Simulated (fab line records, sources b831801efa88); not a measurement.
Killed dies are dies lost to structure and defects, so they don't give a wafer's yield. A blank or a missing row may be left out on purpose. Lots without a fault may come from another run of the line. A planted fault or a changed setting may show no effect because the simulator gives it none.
Problem report in the 8D (eight disciplines) form, filled by code | flow sfq_line | the parts of the form that need people (team, actions taken, sign-off) are left out

1. THE PROBLEM
heater_power_total_W at SFQ_TRILAYER_I7_VIA_LITHO_PEB_190 reads a mean of 95.31 W on 1 wafer of 1 lot; wafers without a fault read 79.15 W with a standard deviation of 0.067. That is +99 or more standard deviations from the usual mean.
The step: peb time 60 s.
First seen on wafer L245.4, day 90 07:49, on litho_track-02. The record holds 15 wafers of 5 lots with a number at this step. Rule for "out", or "out of limits": more than 4 standard deviations from the usual mean. The other wafers with a number count as sound.

2. WHAT IT IS AND WHAT IT IS NOT
question                    | is                   | is not
which readings at this step | heater_power_total_W | -
which lots                  | L245                 | L229, L231, L247, L251
which wafers of those lots  | L245.4               | L245.2, L245.5
read on which tools         | litho_track-02       | litho_track-01, litho_track-04
when                        | from day 90 07:49    | up to then (8 sound wafers); but 6 sound wafers of L247, L251 came after

3. SUSPECTS, AND WHAT RULES EACH OUT
Counting: a tool at a process step up to the reading stays a suspect if it ran every lot that is out. Sound lots after the first of them don't rule it out here, since some wafers of a struck lot are sound.
- rie_metal-03 at SFQ_TRILAYER_M7_BARC_OPEN_METAL_ETCH_229 (etches BARC in O2, target depth 125 nm, time 41.7 s): kept. It ran the lot that is out, L245 (day 86 16:25).
- rie_metal-03 at SFQ_TRILAYER_M7_ETCH_METAL_ETCH_180 (etches Nb in Cl2/Ar, stops on SiO2, target depth 240 nm, time 120 s): kept. It ran the lot that is out, L245 (day 86 16:28).
- rie_metal-03 at SFQ_TRILAYER_M7_STRIP_STRIP_181 (strips in O2): kept. It ran the lot that is out, L245 (day 86 16:35).
- cmp-01 at SFQ_TRILAYER_I7_CMP_CMP_184 (polishes SiO2): kept. It ran the lot that is out, L245 (day 86 22:49).
- litho_track-02 at SFQ_TRILAYER_I7_VIA_LITHO_PEB_190 (peb time 60 s): kept. It ran the lot that is out, L245 (day 90 07:49); its last sound lot up to then is L229 (day 79 21:56). Its own readings are out on those wafers: heater_power_total_W.
- Within rie_metal-03 at SFQ_TRILAYER_M7_BARC_OPEN_METAL_ETCH_229: the wafers that are out ran in chamber 1; their sound lot-mates ran in chamber 0.
- Within rie_metal-03 at SFQ_TRILAYER_M7_ETCH_METAL_ETCH_180: the wafers that are out ran in chamber 1; their sound lot-mates ran in chamber 0.
- Within rie_metal-03 at SFQ_TRILAYER_M7_STRIP_STRIP_181: the wafers that are out ran in chamber 1; their sound lot-mates ran in chamber 0.
Left after counting: rie_metal-03 at SFQ_TRILAYER_M7_BARC_OPEN_METAL_ETCH_229, rie_metal-03 at SFQ_TRILAYER_M7_ETCH_METAL_ETCH_180, rie_metal-03 at SFQ_TRILAYER_M7_STRIP_STRIP_181, cmp-01 at SFQ_TRILAYER_I7_CMP_CMP_184, litho_track-02 at SFQ_TRILAYER_I7_VIA_LITHO_PEB_190.

4. THE CAUSE (what the simulator had put in)
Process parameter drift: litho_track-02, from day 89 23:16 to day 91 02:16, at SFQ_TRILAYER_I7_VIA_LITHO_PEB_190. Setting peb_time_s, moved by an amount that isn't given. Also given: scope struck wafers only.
Counting left 5 suspects, and this tool is among them.

5. THE CHAIN OF EFFECTS, in route order
Each row: a reading whose mean over the struck wafers that have a number lies more than 3 standard deviations from the usual. Only readings for which the record gives a usual standard deviation are gone through. hours: the time from each lot's start at the first step in this table that gives one to its start at this step, as a median over the lots. sigmas: the change in usual standard deviations.
hours | step                              | reading              | usual   | on struck wafers | change | sigmas
0     | SFQ_TRILAYER_I7_VIA_LITHO_PEB_190 | heater_power_total_W | 79.15 W | 95.31            | +16.16 | +99 or more
The process steps in it:
- SFQ_TRILAYER_I7_VIA_LITHO_PEB_190: peb time 60 s.
Readings that are blank on the struck wafers while sound wafers have them: plate_temp_C at SFQ_TRILAYER_I7_VIA_LITHO_PEB_190.
Later measuring or inspecting steps at which every struck wafer that the step has a row for has a number for every such reading, and none has moved that far: SFQ_I7_OVL_MEAS_947.

6. WHAT WOULD HAVE CAUGHT IT SOONER
In this record the first reading out of limits was taken at day 90 07:49, 9 hours after the fault began at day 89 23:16.
